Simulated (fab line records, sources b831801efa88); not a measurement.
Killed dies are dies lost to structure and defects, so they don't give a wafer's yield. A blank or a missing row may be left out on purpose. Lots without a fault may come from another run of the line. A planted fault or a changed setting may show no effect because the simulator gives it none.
Chamber matching | flow gf180mcu | GF_V1_CMP_26 on cmp-02: 4 sister chambers
The step polishes, stops on SiO2, t overpolish 15 s, target thk 0 nm. 4 wafers are shown with their chamber, then 8 later ones without.

WAFERS WITH THEIR CHAMBER
wafer  | chamber | motor_current_A (A)
L284.4 | 2       | 10.2
L289.5 | 3       | 9.1
L289.6 | 0       | 13.5
L292.4 | 1       | 10.1

WAFERS WITHOUT THEIR CHAMBER
wafer  | motor_current_A (A)
L292.5 | 9.0
L292.6 | 13.1
L298.1 | 9.9
L298.2 | 13.2
L298.3 | 9.8
L304.2 | 13.2
L304.5 | 10.7
L304.6 | 10.0

WHICH CHAMBER EACH WENT THROUGH
wafer  | from the rows above          | in truth
L292.5 | 3                            | 3
L292.6 | 0                            | 0
L298.1 | can't be placed: 1 or 2 or 3 | 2
L298.2 | 0                            | 0
L298.3 | can't be placed: 1 or 2 or 3 | 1
L304.2 | 0                            | 0
L304.5 | can't be placed: 2 or 1      | 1
L304.6 | can't be placed: 1 or 2      | 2
Placed correctly: 4 of 8. Can't be placed from these rows: 4 (the true chamber is among the candidates in 4). Placed wrongly: 0.
How it was worked out, from the rows above alone: a wafer's distance from a chamber is the root of the sum, over the readings, of the square of ((its reading less the chamber's mean) divided by the reading's scatter). The wafer belongs to the nearest chamber; if the next one is less than 2 further off, it can't be placed. A chamber's mean is the mean of its shown wafers. The scatter: with one shown wafer a chamber, the root of the mean of the squares of how far each hidden wafer lies from its nearest shown one.
